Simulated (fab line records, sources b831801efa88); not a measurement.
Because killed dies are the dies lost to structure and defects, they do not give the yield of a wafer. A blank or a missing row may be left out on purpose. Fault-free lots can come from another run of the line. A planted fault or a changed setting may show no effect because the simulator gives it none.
Struck lot and sound lot, side by side ; flow sfq_line ; 14 out of 325 route steps
Sound: these wafers, L895.3, L895.5, L895.6. Struck: wafers L903.3, L903.6 (left out: L903.5, a lot-mate that was not struck); the cause follows at the end.
For every step that has rows: the tool of each side, followed by ch and its chambers, followed by its first start. Under that, the readings that differ: sound wafers ; struck wafers ; difference of the means ; sigmas: that difference in standard deviations of wafers without a fault.
alike: readings with means less than 2 such deviations apart, plus words and numbers identical on both sides. not compared: withheld readings, readings lacking a value on some wafer, bounds such as >300 that could conceal the same value, and numbers that have no deviation in the record and whose values overlap.
Wherever a step has rows on one side only, a row that says differs or no value, or a row with sigmas, the two part there. Numbers that don't overlap but have no deviation are shown without sigmas and don't part them. A reading that every wafer of one side lacks parts them only if that side has two wafers or more.

SFQ_TRILAYER_JJ_CE_ETCH_RIE_118: chemistry SF6, target Nb, stops on Al2O3, time 97.7 s, target depth 170 nm.
  sound on rie_metal-01 ch 0,1, day 50 02:05; struck on rie_metal-03 ch 0,1, day 55 23:51
  alike: chamber_pressure_mTorr, drypump_motor_current_A, oes_product_au
  not compared: rf_hours_counter_h
following that, these wafers have no rows for 1 step: SFQ_TRILAYER_JJ_ANODIZE_ANODIZE_119.
SFQ_TRILAYER_JJ_CE_STRIP_STRIP_120: strips in O2.
  sound on rie_metal-02 ch 0,1, day 50 02:52; struck on rie_metal-03 ch 0,1, day 56 00:37
reading;sound;struck;difference;sigmas
oes_product_au (a.u.);0.987 0.980 0.977;1.002 1.013;+0.026;+3
  alike: chamber_pressure_mTorr, drypump_motor_current_A
  not compared: rf_hours_counter_h
then, 7 steps without rows for these wafers: SFQ_TRILAYER_JJ_CE_STRIP_SOLV_CLEAN_121 (cleans in NMP, time 600 s); SFQ_TRILAYER_M5_LITHO_COAT_128 (resist thk 62 nm); SFQ_TRILAYER_M5_LITHO_COAT_123 (resist thk 600 nm); SFQ_TRILAYER_M5_LITHO_SOFTBAKE_127; SFQ_TRILAYER_M5_LITHO_EXPOSE_124 (exposes mask M5, target cd 700 nm); SFQ_TRILAYER_M5_LITHO_PEB_126 (peb time 60 s); SFQ_TRILAYER_M5_LITHO_DEVELOP_125 (time 60 s).
SFQ_M5_OVL_MEAS_932:
  sound: overlay-01 at day 50 17:44; struck: overlay-02 at day 56 22:55
  alike: M5_OVL
SFQ_TRILAYER_M5_BARC_OPEN_METAL_ETCH_161: etches BARC in O2, target depth 125 nm, time 41.7 s.
  sound on rie_metal-04 ch 0,1, day 50 17:47; struck on rie_metal-01 ch 0, day 56 22:58
  alike: chamber_pressure_mTorr, drypump_motor_current_A, oes_product_au, rf_fwd_power_W
  not compared: rf_hours_counter_h
SFQ_TRILAYER_M5_ETCH_METAL_ETCH_126: etches Nb in Cl2/BCl3, stops on SiO2, time 203.2 s, target depth 265 nm.
  sound on rie_metal-04 ch 0,1, day 50 17:53; struck on rie_metal-01 ch 0, day 56 23:04
reading;sound;struck;difference;sigmas
rf_fwd_power_W (W);595.1 596.8 597.1;502.9 501.7;-94.0;-52
model.KrF_of_TRILAYER_M5_LITHO_COAT_123.thk_nm (nm);368.1 368.5 369.1;391.1 389.6;+21.8;
  alike: chamber_pressure_mTorr, drypump_motor_current_A, oes_product_au
  not compared: rf_hours_counter_h
SFQ_TRILAYER_M5_STRIP_STRIP_127: strips in O2.
  sound on rie_metal-04 ch 0,1, day 50 18:13; struck on rie_metal-01 ch 0, day 56 23:24
  alike: chamber_pressure_mTorr, drypump_motor_current_A, oes_product_au
  not compared: rf_hours_counter_h

WHERE THEY PART
Last at SFQ_TRILAYER_M5_ETCH_METAL_ETCH_126 as far as this record goes, first at SFQ_TRILAYER_JJ_CE_STRIP_STRIP_120. Later steps at which nothing parts them and some readings are alike: SFQ_TRILAYER_M5_STRIP_STRIP_127.

WHY: what the simulator had put in
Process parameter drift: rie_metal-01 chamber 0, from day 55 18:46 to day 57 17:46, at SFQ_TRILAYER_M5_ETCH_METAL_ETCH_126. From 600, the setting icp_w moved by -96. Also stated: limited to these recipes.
